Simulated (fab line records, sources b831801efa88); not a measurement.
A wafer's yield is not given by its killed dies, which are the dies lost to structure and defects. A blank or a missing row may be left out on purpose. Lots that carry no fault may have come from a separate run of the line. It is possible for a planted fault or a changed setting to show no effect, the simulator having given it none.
Which tool was responsible?    flow sky130    13 lots, 39 wafers sampled, at 5 steps of a route of 708

WHAT THE GAUGES READ, wafer by wafer
SKY_SD_N_OVL_MEAS_08. Usual: SD_N_OVL 0.2 nm, standard deviation 1.2.
lot   measured      on          SD_N_OVL (nm)   flag
L704  day 27 16:20  overlay-02  1.8 2.5 3.0     
L705  day 28 01:25  overlay-01  -0.1 -0.3 -1.1  
L706  day 28 13:52  overlay-01  1.8 -0.7 0.4    
L707  day 28 15:58  overlay-01  0.2 -1.0 -0.1   
L708  day 29 09:41  overlay-01  0.9 0.2 1.6     
L711  day 30 12:02  overlay-02  -0.9 0.2 -0.6   
L710  day 30 13:29  overlay-02  1.4 0.2 0.3     
L713  day 31 03:02  overlay-02  1.8 0.5 0.5     
L714  day 32 13:59  overlay-01  0.1 1.4 0.0     
L718  day 32 17:35  overlay-01  0.6 0.0 0.0     
L719  day 32 20:59  overlay-02  0.1 -0.4 -0.5   
L723  day 34 17:11  overlay-02  -0.1 -1.2 -1.2  
L727  day 35 10:59  overlay-02  -0.6 -0.5 0.1   

SKY_SD_N_RS_MEAS_17: measures by four-point-probe. Usual: SD_P_RS 146.7 ohm/sq, standard deviation 0.32.
lot   measured      on             SD_P_RS (ohm/sq)   flag
L704  day 27 17:12  film_metro-03  146.9 146.6 146.8  
L705  day 28 02:19  film_metro-03  146.5 146.7 146.4  
L706  day 28 14:43  film_metro-01  146.5 146.8 146.6  
L707  day 28 16:49  film_metro-03  147.1 146.5 146.7  
L708  day 29 10:33  film_metro-03  146.5 146.8 146.4  
L711  day 30 12:53  film_metro-01  146.2 146.5 146.4  
L710  day 30 14:20  film_metro-01  146.8 146.4 147.0  
L713  day 31 03:53  film_metro-03  147.1 146.9 147.1  
L714  day 32 14:55  film_metro-04  146.5 147.1 147.1  
L718  day 32 18:26  film_metro-03  146.3 146.9 146.4  
L719  day 32 21:49  film_metro-03  146.7 146.7 146.9  
L723  day 34 18:01  film_metro-01  147.0 147.1 146.9  
L727  day 35 11:53  film_metro-01  147.3 147.0 146.7  

SKY_LI_CONTACT_RS_MEAS_22: measures by four-point-probe. Usual: LI_CONTACT_W_RS 0.2842 ohm/sq, standard deviation 0.0025.
lot   measured      on             LI_CONTACT_W_RS (ohm/sq)                   flag
L704  day 28 22:52  film_metro-04  0.2849 0.2841 0.2856                       
L705  day 29 08:46  film_metro-01  0.2868 0.2858 0.2852                       
L706  day 29 20:26  film_metro-01  0.2848 0.2836 0.2848                       
L707  day 29 21:59  film_metro-03  0.2853 0.2861 0.2861                       
L708  day 30 15:51  film_metro-01  0.2842 0.2863 0.2888                       
L711  day 31 17:59  film_metro-03  0.2856 0.2867 0.2844                       
L710  day 31 19:31  film_metro-04  0.2884 0.2879 0.2873                       
L713  day 32 08:37  film_metro-04  0.2820 0.2851 0.2828                       
L714  day 33 19:43  film_metro-03  0.2839 0.2820 0.2853                       
L718  day 33 22:45  film_metro-01  0.2784 0.2783 0.2793 0.2789 0.2787 0.2797  
L719  day 34 01:37  film_metro-03  0.2816 0.2837 0.2813 0.2813 0.2839 0.2812  
L723  day 35 22:09  film_metro-01  0.2797 0.2813 0.2815                       
L727  day 36 16:05  film_metro-04  0.2857 0.2891 0.2861                       

SKY_LOCAL_INTERCONNECT_RS_MEAS_01: measures by four-point-probe. Usual: LOCAL_INTERCONNECT_TIN_RS 14.08 ohm/sq, standard deviation 0.13.
lot   measured      on             LOCAL_INTERCONNECT_TIN_RS (ohm/sq)  flag
L704  day 28 23:24  film_metro-02  14.28 14.20 14.27                   
L705  day 29 09:19  film_metro-01  14.15 14.00 14.14                   
L706  day 29 20:59  film_metro-02  14.21 14.26 14.34                   
L707  day 29 22:32  film_metro-03  14.00 13.94 13.91                   
L708  day 30 16:23  film_metro-02  14.02 14.02 14.09                   
L711  day 31 18:31  film_metro-03  14.40 14.29 14.39                   
L710  day 31 20:03  film_metro-03  14.06 14.04 14.00                   
L713  day 32 09:09  film_metro-03  14.09 14.06 14.04                   
L714  day 33 20:15  film_metro-02  14.16 14.30 14.13                   
L718  day 34 05:20  film_metro-01  13.86 13.95 13.89                   
L719  day 34 02:27  film_metro-01  14.09 13.92 13.94                   
L723  day 35 22:41  film_metro-01  14.13 14.06 14.16                   
L727  day 36 16:37  film_metro-02  13.97 13.93 14.03                   

WHAT TOOL EACH LOT RAN ON (gives the tool, then ch and the chambers of the sampled wafers, and finally the start)
lot   SKY_LI_CONTACT_SPUTTER_20
L704  pvd_sputter-04, day 28 22:39
L705  pvd_sputter-03, day 29 08:35
L706  pvd_sputter-01, day 29 20:15
L707  pvd_sputter-03, day 29 21:48
L708  pvd_sputter-03, day 30 15:37
L711  pvd_sputter-01, day 31 17:46
L710  pvd_sputter-03, day 31 19:18
L713  pvd_sputter-01, day 32 08:24
L714  pvd_sputter-03, day 33 19:28
L718  pvd_sputter-03, day 33 22:25
L719  pvd_sputter-03, day 34 01:26
L723  pvd_sputter-04, day 35 21:58
L727  pvd_sputter-01, day 36 15:52
- SKY_LI_CONTACT_SPUTTER_20: material TiN, target thk 20 nm, time 80 s.

WHAT THE TOOLS THEMSELVES READ (means of the sampled wafers that have a number; where no wafer has one, the mark that the record gives instead)
SKY_LI_CONTACT_SPUTTER_20. Usual: throttle_valve_pct at 30.2 %, with a standard deviation of 0.8.
lot   tool            throttle_valve_pct (%)  flag
L704  pvd_sputter-04  30.0                    
L705  pvd_sputter-03  30.0                    
L706  pvd_sputter-01  30.4                    
L707  pvd_sputter-03  29.6                    
L708  pvd_sputter-03  29.9                    
L711  pvd_sputter-01  30.6                    
L710  pvd_sputter-03  30.4                    
L713  pvd_sputter-01  30.3                    
L714  pvd_sputter-03  30.5                    
L718  pvd_sputter-03  29.9                    
L719  pvd_sputter-03  29.9                    
L723  pvd_sputter-04  29.9                    
L727  pvd_sputter-01  30.7                    

THE ANSWER, worked out from the rows above alone
Rule: take the mean of a lot's wafers that have a number; if it is more than 3 standard deviations from the usual mean, the lot is off. A lot without any number at a reading at which 4 lots or more have one is off too. The other lots that the step has rows for count as sound. After the gauges, taken in route order, come the tools' own readings; for these a lot's mean is taken, as printed above. The first step at which some lot is off is used, and at that step the reading that is off furthest; a lot without a number counts as furthest.
Across all readings shown, no lot is off: no conclusion can be drawn from this.

WHAT HAD BEEN PUT IN BY THE SIMULATOR
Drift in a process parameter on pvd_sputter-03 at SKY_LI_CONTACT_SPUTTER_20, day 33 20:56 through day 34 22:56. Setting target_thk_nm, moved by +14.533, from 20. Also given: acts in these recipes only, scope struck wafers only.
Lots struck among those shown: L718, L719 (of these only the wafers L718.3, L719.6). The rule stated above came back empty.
